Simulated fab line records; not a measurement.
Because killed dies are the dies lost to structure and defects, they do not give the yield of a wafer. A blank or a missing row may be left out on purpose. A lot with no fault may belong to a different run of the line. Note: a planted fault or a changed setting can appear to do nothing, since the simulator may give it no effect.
Chamber matching || flow sky130 || SKY_VIA1_CMP_02 on cmp-01: 4 sister chambers
The step polishes SiO2. 4 wafers are shown with their chamber, then 7 later ones without.

## WAFERS PAIRED WITH THEIR CHAMBERS
{"wafer": "L677.4", "chamber": 3, "motor_current_A (A)": 11.6}
{"wafer": "L679.2", "chamber": 2, "motor_current_A (A)": 14.9}
{"wafer": "L682.2", "chamber": 0, "motor_current_A (A)": 14.0}
{"wafer": "L682.4", "chamber": 1, "motor_current_A (A)": 12.1}

## WAFERS WHOSE CHAMBER IS MISSING
{"wafer": "L682.6", "motor_current_A (A)": 15.1}
{"wafer": "L693.1", "motor_current_A (A)": 14.3}
{"wafer": "L693.3", "motor_current_A (A)": 14.6}
{"wafer": "L693.6", "motor_current_A (A)": 14.6}
{"wafer": "L695.1", "motor_current_A (A)": 11.8}
{"wafer": "L695.3", "motor_current_A (A)": 13.9}
{"wafer": "L695.4", "motor_current_A (A)": 14.6}

## EACH ONE'S CHAMBER
{"wafer": "L682.6", "from the rows above": 2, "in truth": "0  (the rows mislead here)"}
{"wafer": "L693.1", "from the rows above": "can't be placed: 0 or 2", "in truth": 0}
{"wafer": "L693.3", "from the rows above": "can't be placed: 2 or 0", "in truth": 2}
{"wafer": "L693.6", "from the rows above": "can't be placed: 2 or 0", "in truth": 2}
{"wafer": "L695.1", "from the rows above": "can't be placed: 3 or 1", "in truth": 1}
{"wafer": "L695.3", "from the rows above": 0, "in truth": 0}
{"wafer": "L695.4", "from the rows above": "can't be placed: 2 or 0", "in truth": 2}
Correct placement for 1 of the 7. These rows do not allow placing 5 (true chamber among the candidates in 5). Placed wrongly: 1.
How it was worked out, from the rows above alone: a wafer's distance from a chamber is the root of the sum, over the readings, of the square of ((its reading less the chamber's mean) divided by the reading's scatter). If the next closest chamber is less than 2 further off than the closest, the wafer can't be placed; otherwise it belongs to the closest. For every chamber, the mean is computed from those of its wafers that are shown. The scatter: with one shown wafer a chamber, the root of the mean of the squares of how far each hidden wafer lies from its nearest shown one.
